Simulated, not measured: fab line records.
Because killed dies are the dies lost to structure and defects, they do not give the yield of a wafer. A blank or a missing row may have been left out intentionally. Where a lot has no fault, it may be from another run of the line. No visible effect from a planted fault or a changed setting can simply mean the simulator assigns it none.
2 desks looking at one fault -- flow sky130 -- only its own numbers are on each desk; what lay behind them is given at the end

FROM THE METROLOGY DESK
Lot by lot, what the gauges showed, no matter which tool ran the lot: averages of those sampled wafers that carry a number. A lot is out of limits, marked OUT, if its mean lies more than 4 standard deviations from the usual mean; the brackets give that distance.
Columns: A = LDD_N_OVL at SKY_LDD_N_OVL_MEAS_07, usual -1.2 nm
lot,first seen here,A
L870,day 17 17:17,-0.8
L872,day 18 07:36,-1.3
L873,day 18 15:42,0.6
L874,day 18 23:02,-2.5
L875,day 19 08:48,-1.4
L877,day 20 12:23,-1.7
L881,day 22 19:00,-1.3
L883,day 23 15:18,-2.0
L889,day 24 22:44,-2.8
L891,day 25 04:57,-1.2
L892,day 25 18:13,-0.8
This desk's verdict: no lot among the 11 shows anything out of limits.

TOOL OWNER'S DESK, rie_si-02
The tool's own readings at SKY_POLY_GATE_ETCH_17 (etches poly-Si in HBr/Cl2, stops on SiO2, target depth 180 nm, time 70.5 s): means of the sampled wafers that have a number, for each lot that ran on this tool. A lot is out of limits, marked OUT, if its mean lies more than 4 standard deviations from the usual mean; the brackets give that distance.
Columns: A = drypump_motor_current_A at SKY_POLY_GATE_ETCH_17, usual 5.5 A; B = oes_product_au at SKY_POLY_GATE_ETCH_17, usual 0.986 a.u.; C = run_length_s at SKY_POLY_GATE_ETCH_17, usual 98.9 s; D = throttle_valve_pct at SKY_POLY_GATE_ETCH_17, usual 33.685 %
lot,first seen here,A,B,C,D
L870,day 16 08:32,5.2,0.986,98.7,33.684
L872,day 17 00:35,5.5,0.987,99.0,33.677
L873,day 17 07:53,5.9,0.981,99.0,33.691
L875,day 18 00:44,5.3,0.976,98.8,33.680
L877,day 19 02:29,5.5,0.982,99.0,33.686
L881,day 21 11:07,5.9,0.891 (-13) OUT,112.0 (+34) OUT,33.683
L883,day 22 08:14,5.3,0.883 (-15) OUT,111.3 (+33) OUT,33.674
L892,day 24 11:58,5.5,0.979,98.8,33.683
Finding of this desk: L881, L883 out of limits; the first was L881 at day 21 11:07, on oes_product_au at SKY_POLY_GATE_ETCH_17. L870, L872, L873, L875, L877, L892 stayed within limits.

TAKEN TOGETHER
At day 21 11:07, on L881, L883, the tool owner's desk was in a position to raise an alarm.
From the metrology desk's view, nothing was out of limits.
The metrology desk holds a record of L881, L883, inside its limits.
Every lot named ran SKY_POLY_GATE_ETCH_17 on rie_si-02.

WHAT THE SIMULATOR PUT IN
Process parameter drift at SKY_POLY_GATE_ETCH_17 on rie_si-02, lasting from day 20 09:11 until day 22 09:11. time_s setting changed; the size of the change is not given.
Shown lots that were struck: L881, L883.
How many hours passed from the start of the fault until each desk's first out-of-limits reading: the tool owner's desk, 26.
